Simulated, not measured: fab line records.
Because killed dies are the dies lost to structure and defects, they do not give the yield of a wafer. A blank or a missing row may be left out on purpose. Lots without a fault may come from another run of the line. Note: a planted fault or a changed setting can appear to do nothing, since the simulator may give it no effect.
fab line records	flow sky130
record lots=6	wafers=18	last_day=50
route steps=708 shown METAL4@627 VIA4@639 PAD_OPEN@708
lots that met no fault: taken from a fault-free run of the same line
start_h: the number of hours between the record's first day and the start of the first shown wafer of the lot	wait_h: hours since the lot's step before	" unchanged from the row above	L1.1+2: a row that stands for several wafers	- no value, or no start given	* or withheld: withheld	< > ~ a bound
route shown NAME@n: NAME is a module with steps in the file, n the number in the route of the first one	usual: average and standard deviation across the fault-free wafers	same: alike in all rows	chamber/n: place in a boat	sites: each site's reading	_std_site: their standard deviation	_edge_site: mean of outer sites minus mean of inner sites	radius_mm: how far each site lies from the wafer's centre	mask NAME#n: copy n	behind: the tool/chamber that last shaped the wafer	hold: reason for holding the lot/hours on hold/outcome of the hold	device: the transistor (n, p or np) that didn't switch	end of line: the same wafers' tests at the end of the route	a step with no rows: only its recipe	killed: not the wafer's yield, but the dies lost to structure and defects at the first sort	map: per-die view of a wafer (x killed, . not killed, _ where there is no die)
set.NAME: the setting as run; set.NAME@STEP: as run at that earlier step	model.NAME: the simulator's own value behind a step, which no gauge read
a table for each step, a row for each wafer; lots at some steps of the route
services: when a tool's chamber went out of use (start_h, in hours from the record's first day, below 0 if earlier), for how many hours, and the reason
## steps
# step SKY_METAL4_PEB_11
# recipe peb_temp_c=withheld	peb_time_s=withheld	resist=KrF-thick
# step SKY_METAL4_DEVELOP_12
# recipe develop_time_s=60	resist=KrF-thick	dev_temp_c=21
# step SKY_METAL4_CD_MEAS_13
# recipe target_cd_nm=300
# usual cd_nm=299.8/1.3
lot.wafer	tool	chamber	start_h	wait_h	cd_nm
L822.1	cd_sem-01	-	1021.69	-	300.7
L822.2	"	-	"	"	300.4
L822.4	"	-	"	"	302.3
L824.2	cd_sem-01	-	1043.71	-	301.2
L824.3	"	-	"	"	302.9
L824.5	"	-	"	"	301.2
L832.1	cd_sem-02	-	1092.24	-	300.2
L832.3	"	-	"	"	300.9
L832.4	"	-	"	"	300.4
L834.1	cd_sem-02	-	1093.04	-	298.0
L834.2	"	-	"	"	297.0
L834.5	"	-	"	"	298.8
L837.1	cd_sem-01	-	1111.19	-	300.8
L837.3	"	-	"	"	298.8
L837.4	"	-	"	"	299.6
L839.1	cd_sem-02	-	1119.14	-	300.0
L839.4	"	-	"	"	300.7
L839.5	"	-	"	"	299.2
# step SKY_METAL4_OVL_MEAS_14
# usual METAL4_OVL=-1/5.1
lot.wafer	tool	chamber	start_h	wait_h	METAL4_OVL[nm]
L822.1	overlay-01	-	1021.81	0.1	2
L822.2	"	-	"	"	1
L822.4	"	-	"	"	-12
L824.2	overlay-01	-	1043.82	0.1	-7
L824.3	"	-	"	"	3
L824.5	"	-	"	"	1
L832.1	overlay-02	-	1092.36	0.1	3
L832.3	"	-	"	"	8
L832.4	"	-	"	"	-2
L834.1	overlay-02	-	1093.16	0.1	9
L834.2	"	-	"	"	-3
L834.5	"	-	"	"	8
L837.1	overlay-02	-	1111.31	0.1	-3
L837.3	"	-	"	"	-3
L837.4	"	-	"	"	1
L839.1	overlay-01	-	1119.26	0.1	6
L839.4	"	-	"	"	-1
L839.5	"	-	"	"	1
# step SKY_METAL4_DESCUM_15
# recipe chemistry=O2	source_power_w=150	bias_power_w=0	pressure_mtorr=10	temp_c=40	time_s=8
# usual drypump_motor_current_A=6.1/0.32	oes_product_au=0.997/0.011
lot.wafer	tool	chamber	start_h	wait_h	drypump_motor_current_A	oes_product_au	rf_hours_counter_h
L822.1	rie_metal-03	1	1021.84	0.0	5.8	1.005	9
L822.2	"	0	"	"	6.2	0.995	19
L822.4	"	0	"	"	6.1	0.993	-
L824.2	rie_metal-02	1	1043.85	0.0	6.3	1.005	20
L824.3	"	0	"	"	5.9	1.000	-
L824.5	"	0	"	"	5.9	1.002	-
L832.1	rie_metal-02	1	1092.40	0.0	6.2	1.003	24
L832.3	"	0	"	"	5.9	0.997	-
L832.4	"	1	"	"	6.2	1.006	-
L834.1	rie_metal-03	0	1093.20	0.0	6.1	0.987	24
L834.2	"	1	"	"	5.8	1.004	15
L834.5	"	0	"	"	6.1	0.991	-
L837.1	rie_metal-02	1	1111.35	0.0	6.2	1.010	25
L837.3	"	0	"	"	5.9	0.994	-
L837.4	"	1	"	"	6.3	1.004	-
L839.1	rie_metal-03	0	1119.30	0.0	6.2	0.983	25
L839.4	"	0	"	"	6.2	0.986	-
L839.5	"	1	"	"	5.9	1.000	-
# step SKY_METAL4_ETCH_16
# recipe chemistry=N2/H2	target=BARC	ion_energy_ev=200	bias_w=100	pressure_mtorr=30	n2_flow_sccm=100	h2_flow_sccm=200	icp_w=500	stop_on=SiO2	time_s=88.2	target_depth_a=600
# usual drypump_motor_current_A=6.1/0.32	oes_product_au=0.625/0.0045	throttle_valve_pct=13.204/0.0085
lot.wafer	tool	chamber	start_h	wait_h	drypump_motor_current_A	oes_product_au	rf_hours_counter_h	throttle_valve_pct
L822.1	rie_metal-03	1	1021.88	0.0	5.8	0.637	9	13.201
L822.2	"	0	"	"	6.2	0.631	19	13.220
L822.4	"	0	"	"	6.2	0.621	-	13.216
L824.2	rie_metal-02	1	1043.88	0.0	6.2	0.625	20	13.205
L824.3	"	0	"	"	5.9	0.631	-	13.196
L824.5	"	0	"	"	5.9	0.626	-	13.200
L832.1	rie_metal-02	1	1092.43	0.0	6.3	0.622	24	13.198
L832.3	"	0	"	"	5.9	0.618	-	13.211
L832.4	"	1	"	"	6.3	0.628	-	13.213
L834.1	rie_metal-03	0	1093.23	0.0	6.1	0.620	24	13.204
L834.2	"	1	"	"	5.8	0.616	15	13.203
L834.5	"	0	"	"	6.1	0.629	-	13.215
L837.1	rie_metal-02	1	1111.38	0.0	6.3	0.626	25	13.201
L837.3	"	0	"	"	5.9	0.620	-	13.215
L837.4	"	1	"	"	6.3	0.626	-	13.205
L839.1	rie_metal-03	0	1119.33	0.0	6.1	0.629	25	13.214
L839.4	"	0	"	"	6.1	0.627	-	13.203
L839.5	"	1	"	"	5.8	0.617	-	13.202
# step SKY_METAL4_ETCH_17
# recipe target=SiO2	stop_on=TiN	chemistry=C4F8/O2/Ar	source_w=1500	bias_w=1200	pressure_mtorr=40	c4f8_flow_sccm=withheld	O2_flow_sccm=6	Ar_flow_sccm=300	time_s=3.9	target_depth_a=150
# usual oes_product_au=0.755/0.0078
lot.wafer	tool	chamber	start_h	wait_h	oes_product_au	rf_hours_counter_h
L822.1	rie_diel-04	2	1021.97	0.1	0.745	18
L822.2	"	1	"	"	0.753	14
L822.4	"	3	"	"	0.754	17
L824.2	rie_diel-03	0	1043.98	0.1	0.759	14
L824.3	"	3	"	"	0.753	12
L824.5	"	0	"	"	0.765	-
L832.1	rie_diel-04	2	1092.53	0.1	0.746	20
L832.3	"	3	"	"	0.754	20
L832.4	"	1	"	"	0.761	16
L834.1	rie_diel-03	1	1093.33	0.1	0.747	13
L834.2	"	3	"	"	0.749	13
L834.5	"	2	"	"	0.755	-
L837.1	rie_diel-02	1	1111.48	0.1	0.753	25
L837.3	"	3	"	"	0.753	16
L837.4	"	0	"	"	0.761	3
L839.1	rie_diel-02	0	1119.43	0.1	0.754	3
L839.4	"	2	"	"	0.754	7
L839.5	"	2	"	"	0.756	-
# step SKY_METAL4_METAL_ETCH_18
# recipe target_depth_a=8450	stop_on=SiO2	over_etch_frac=0.3	time_s=183.1	chemistry=Cl2/BCl3	resist_sidewall_deg=88	pressure_mtorr=10	icp_w=900	bias_w=48.5	Cl2_flow_sccm=60	bcl3_flow_sccm=30
# usual bcl3_flow_sccm=29.98/0.088	drypump_motor_current_A=6.01/0.27	oes_product_au=0.864/0.0064	throttle_valve_pct=22.262/0.0092
# same over_etch_frac=0.3
lot.wafer	tool	chamber	start_h	wait_h	bcl3_flow_sccm	drypump_motor_current_A	oes_product_au	rf_hours_counter_h	throttle_valve_pct
L822.1	rie_metal-02	1	1021.99	0.0	30.11	6.26	0.870	19	22.267
L822.2	"	0	"	"	30.08	5.87	0.870	17	22.248
L822.4	"	0	"	"	30.16	5.87	0.868	-	22.274
L824.2	rie_metal-03	1	1043.99	0.0	29.99	5.77	0.850	11	22.254
L824.3	"	1	"	"	30.07	5.79	0.849	-	22.259
L824.5	"	0	"	"	30.04	6.15	0.864	-	22.263
L832.1	rie_metal-04	1	1092.55	0.0	30.17	6.49	0.874	14	22.281
L832.3	"	0	"	"	29.85	5.65	0.861	-	22.265
L832.4	"	1	"	"	29.97	6.54	0.866	-	22.267
L834.1	rie_metal-02	0	1093.34	0.0	29.88	5.89	0.859	22	22.250
L834.2	"	1	"	"	30.06	6.24	0.866	24	22.259
L834.5	"	1	"	"	30.02	6.26	0.861	-	22.264
L837.1	rie_metal-03	1	1111.50	0.0	30.08	5.81	0.872	16	22.248
L837.3	"	1	"	"	29.98	5.82	0.863	-	22.267
L837.4	"	1	"	"	29.90	5.82	0.864	-	22.255
L839.1	rie_metal-04	1	1119.44	0.0	29.94	6.54	0.865	16	22.250
L839.4	"	0	"	"	29.99	5.64	0.871	-	22.275
L839.5	"	1	"	"	29.84	6.54	0.861	-	22.254
# step SKY_METAL4_STRIP_19
# recipe chemistry=O2/N2	power_w=1400	pressure_mtorr=1500	platen_temp_c=withheld	o2_flow_sccm=3000	n2_flow_sccm=300	overash_fraction=0.5
# usual drypump_motor_current_A=5.49/0.28	oes_product_au=0.502/0.006	strip_time_to_endpoint_s=6.55/0.083
lot.wafer	tool	chamber	start_h	wait_h	drypump_motor_current_A	oes_product_au	rf_hours_counter_h	strip_time_to_endpoint_s
L822.1	plasma_asher-02	1	1022.17	0.1	5.91	0.515	28	6.59
L822.2	"	0	"	"	5.66	0.503	28	6.47
L822.4	"	0	"	"	5.65	0.504	-	6.55
L824.2	plasma_asher-01	0	1044.17	0.1	5.14	0.504	91	6.51
L824.3	"	1	"	"	5.29	0.501	-	6.50
L824.5	"	0	"	"	5.09	0.517	-	6.65
L832.1	plasma_asher-01	1	1092.72	0.1	5.31	0.501	96	6.58
L832.3	"	0	"	"	5.09	0.510	-	6.55
L832.4	"	1	"	"	5.31	0.510	-	6.60
L834.1	plasma_asher-02	1	1093.52	0.1	5.92	0.493	35	6.37
L834.2	"	0	"	"	5.70	0.488	35	6.36
L834.5	"	1	"	"	5.91	0.489	-	6.34
L837.1	plasma_asher-02	0	1111.85	0.3	5.68	0.496	37	6.57
L837.3	"	1	"	"	5.94	0.501	-	6.48
L837.4	"	0	"	"	5.71	0.491	-	6.47
L839.1	plasma_asher-02	0	1119.62	0.1	5.70	0.505	38	6.51
L839.4	"	0	"	"	5.70	0.512	-	6.58
L839.5	"	0	"	"	5.71	0.502	-	6.48
# step SKY_METAL4_STRIP_20
# recipe chemistry=post_etch_residue_remover	time_s=1200	temp_c=72.5
# step SKY_METAL4_CLEAN_21
# recipe chemistry=IPA	time_s=180	temp_c=25
# step SKY_METAL4_CLEAN_22
# recipe chemistry=O3/DIW	dry=n2_spin
# step SKY_VIA4_HDPCVD_00
# recipe material=SiO2	target_thk_nm=1750	sigma_open_frac=0.3	time_s=291.7	temp_c=400	sih4_flow_sccm=60	pressure_mtorr=6
# usual sih4_flow_sccm=60.01/0.17
lot.wafer	tool	chamber	start_h	wait_h	sih4_flow_sccm	model.SiO2_of_VIA4_HDPCVD_00.thk_nm
L822.1	hdpcvd-01	1	1023.12	0.0	47.89	1392
L822.2	"	0	"	"	47.61	1419
L822.4	"	2	"	"	48.07	1401
L824.2	hdpcvd-01	2	1044.76	0.0	47.80	1382
L824.3	"	0	"	"	48.17	1373
L824.5	"	0	"	"	48.18	1370
L832.1	hdpcvd-02	2	1093.40	0.0	59.91	1747
L832.3	"	0	"	"	59.87	1730
L832.4	"	0	"	"	59.67	1736
L834.1	hdpcvd-02	2	1094.16	0.0	60.09	1753
L834.2	"	0	"	"	60.36	1767
L834.5	"	2	"	"	60.15	1748
L837.1	hdpcvd-01	2	1112.51	0.0	60.01	1755
L837.3	"	1	"	"	60.18	1753
L837.4	"	0	"	"	60.00	1741
L839.1	hdpcvd-01	0	1120.44	0.0	60.06	1762
L839.4	"	2	"	"	60.06	1747
L839.5	"	1	"	"	59.86	1762
# step SKY_VIA4_THK_MEAS_01
# recipe reads=SiO2_of_VIA4_HDPCVD_00
# usual VIA4_HDPCVD_THK=1749/17
lot.wafer	tool	chamber	start_h	wait_h	VIA4_HDPCVD_THK[nm]
L822.1	film_metro-03	-	1023.30	0.1	1392
L822.2	"	-	"	"	1419
L822.4	"	-	"	"	1402
L824.2	film_metro-02	-	1044.95	0.1	1382
L824.3	"	-	"	"	1374
L824.5	"	-	"	"	1371
L832.1	film_metro-03	-	1093.58	0.1	1748
L832.3	"	-	"	"	1730
L832.4	"	-	"	"	1737
L834.1	film_metro-03	-	1094.34	0.1	1752
L834.2	"	-	"	"	1767
L834.5	"	-	"	"	1750
L837.1	film_metro-03	-	1112.69	0.1	1755
L837.3	"	-	"	"	1753
L837.4	"	-	"	"	1743
L839.1	film_metro-01	-	1120.62	0.1	1762
L839.4	"	-	"	"	1746
L839.5	"	-	"	"	1762
# step SKY_VIA4_CMP_02
# recipe material=SiO2	down_force_psi=4	platen_rpm=60	pad_velocity_m_s=0.94248
# step SKY_PAD_OPEN_PROBE_99
# usual defect_limited_yield=82.6/2	killed_at_M0_to_M3=42/6.7	killed_at_M4_up=3.0/1.9	killed_at_contacts=24/5.3	killed_at_front_end=16/4.3	killed_at_other=0.4/0.71	killed_dies=85/9.6	killed_open=46/6.5	killed_short=39/6.7	sort_bin_3_pad_short=0.9/0.46	sort_bin_5_function=10.3/1.3	sort_bin_6_memory=6.2/1.1	sort_n_pass=407/9.6	sort_yield_pct=82.6/2
# same gross_dies=492	killed_at_back_side=0	sort_bin_4_leakage[%]=0	sort_bin_8_speed[%]=0
lot.wafer	tool	chamber	start_h	wait_h	defect_limited_yield[%]	killed_at_M0_to_M3	killed_at_M4_up	killed_at_contacts	killed_at_front_end	killed_at_other	killed_dies	killed_open	killed_short	sort_bin_3_pad_short[%]	sort_bin_5_function[%]	sort_bin_6_memory[%]	sort_n_pass	sort_yield_pct[%]
L832.1	prober-02	-	1178.54	0.1	85.2	30	2	27	13	1	73	37	36	0.4	8.1	6.3	419	85.2
L832.3	prober-02	-	1178.64	0.2	83.5	35	3	27	15	1	81	46	35	0.8	9.3	6.3	411	83.5
L832.4	prober-02	-	1178.69	0.2	83.7	42	5	16	17	0	80	38	42	0.8	10.0	5.5	412	83.7
L837.1	prober-02	-	1193.97	0.1	83.9	38	6	18	17	0	79	43	36	0.4	10.0	5.7	413	83.9
L837.3	prober-02	-	1194.07	0.2	79.7	41	3	39	15	2	100	50	50	1.4	11.8	7.1	392	79.7
L837.4	prober-02	-	1194.12	0.2	82.7	37	4	32	12	0	85	40	45	0.8	11.4	5.1	407	82.7
L839.1	prober-02	-	1198.00	0.1	76.6	57	1	30	27	0	115	51	63	1.4	14.0	7.9	377	76.6
L839.4	prober-02	-	1198.15	0.2	80.7	48	1	26	20	0	95	51	43	1.6	10.4	7.3	397	80.7
L839.5	prober-02	-	1198.20	0.2	81.9	45	2	24	18	0	89	48	41	1.6	9.8	6.7	403	81.9
# killed by level:class
L832.1 CONTACT:geometric_particle:open=8 LI_CONTACT:geometric_particle:short=7 VIA1:geometric_particle:open=7 LI_CONTACT:geometric_particle:open=6 VIA1:geometric_particle:short=5 CONTACT:geometric_particle:short=4 VIA2:geometric_particle:open=4 FIELD_ISO:geometric_particle:short=3
L832.3 LI_CONTACT:geometric_particle:open=9 VIA1:geometric_particle:open=8 VIA3:geometric_particle:open=7 CONTACT:geometric_particle:open=6 FIELD_ISO:geometric_particle:open=5 LOCAL_INTERCONNECT:geometric_particle:short=5 CONTACT:geometric_particle:short=5 METAL1:geometric_particle:short=4
L832.4 CONTACT:geometric_particle:short=8 VIA2:geometric_particle:open=7 VIA3:geometric_particle:open=7 FIELD_ISO:geometric_particle:short=6 METAL1:geometric_particle:short=6 VIA1:geometric_particle:open=5 POLY_GATE:geometric_particle:short=3 LOCAL_INTERCONNECT:geometric_particle:short=3
L837.1 VIA2:geometric_particle:open=9 POLY_GATE:geometric_particle:open=7 METAL1:geometric_particle:short=7 LI_CONTACT:geometric_particle:open=6 CONTACT:geometric_particle:open=5 FIELD_ISO:geometric_particle:open=4 CONTACT:geometric_particle:short=4 METAL2:geometric_particle:short=4
L837.3 CONTACT:geometric_particle:open=17 CONTACT:geometric_particle:short=9 VIA1:geometric_particle:open=7 VIA3:geometric_particle:open=7 METAL1:geometric_particle:short=6 LOCAL_INTERCONNECT:geometric_particle:short=6 LI_CONTACT:geometric_particle:open=5 VIA3:geometric_particle:short=5
L837.4 CONTACT:geometric_particle:open=11 CONTACT:geometric_particle:short=8 LI_CONTACT:geometric_particle:short=6 METAL2:geometric_particle:short=6 VIA3:geometric_particle:open=6 FIELD_ISO:geometric_particle:short=5 LI_CONTACT:geometric_particle:open=5 METAL1:geometric_particle:short=5
L839.1 CONTACT:geometric_particle:open=10 VIA3:geometric_particle:short=9 VIA2:geometric_particle:open=8 METAL2:geometric_particle:short=8 FIELD_ISO:geometric_particle:open=7 POLY_GATE:geometric_particle:short=7 LI_CONTACT:geometric_particle:open=7 METAL1:geometric_particle:short=7
L839.4 VIA1:geometric_particle:open=17 METAL1:geometric_particle:short=7 POLY_GATE:geometric_particle:short=6 LI_CONTACT:geometric_particle:open=6 CONTACT:geometric_particle:open=6 VIA3:geometric_particle:open=6 LI_CONTACT:geometric_particle:short=5 LOCAL_INTERCONNECT:geometric_particle:short=5
L839.5 POLY_GATE:geometric_particle:open=10 CONTACT:geometric_particle:open=9 VIA1:geometric_particle:open=7 LI_CONTACT:geometric_particle:open=7 METAL3:geometric_particle:short=7 VIA3:geometric_particle:open=7 METAL2:geometric_particle:short=5 METAL1:geometric_particle:short=5
## services
tool	chamber	start_h	hours	kind
rie_diel-02	0	1019.63	-	clean
rie_diel-02	0	1019.63	18.3	scheduled_down
rie_diel-02	0	1019.63	18.3	vent_cycle
rie_metal-04	-	1028.64	1.4	pm
rie_metal-02	-	1028.82	2.8	pm
rie_diel-04	-	1034.66	2.8	pm
hdpcvd-02	-	1044.68	14.6	pm
plasma_asher-02	-	1066.41	0.5	repair
hdpcvd-01	-	1072.33	1.9	repair
rie_metal-03	0	1099.32	17.1	repair
rie_diel-02	1	1103.12	4.8	repair
rie_metal-02	1	1113.04	-	clean
rie_metal-02	1	1113.04	-	consumable_replace:focus_ring
rie_metal-02	1	1113.04	18.4	scheduled_down
rie_metal-02	1	1113.04	18.4	vent_cycle
plasma_asher-01	-	1118.37	2.7	repair
rie_diel-03	2	1119.66	4.0	repair
## key
first_sign step=SKY_VIA4_HDPCVD_00	reading=sih4_flow_sccm	direction=down	sigmas=69	usual=60.01	struck=47.95
effect step=SKY_VIA4_THK_MEAS_01	reading=VIA4_HDPCVD_THK	direction=down	sigmas=22	usual=1749	struck=1390
model_effect step=SKY_VIA4_HDPCVD_00	value=SiO2_of_VIA4_HDPCVD_00.thk_nm	without=1740	struck=1390
met_at SKY_VIA4_HDPCVD_00
struck_wafers L822.1,L822.2,L822.4,L824.2,L824.3,L824.5
fault kind=process_parameter_drift	tool=hdpcvd-01	chamber=-	onset_h=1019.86	steps=SKY_VIA4_HDPCVD_00	channel=sih4_flow_sccm	offset=-12	shape=step	end_h=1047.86	acts_in=these_recipes_only	stated=60
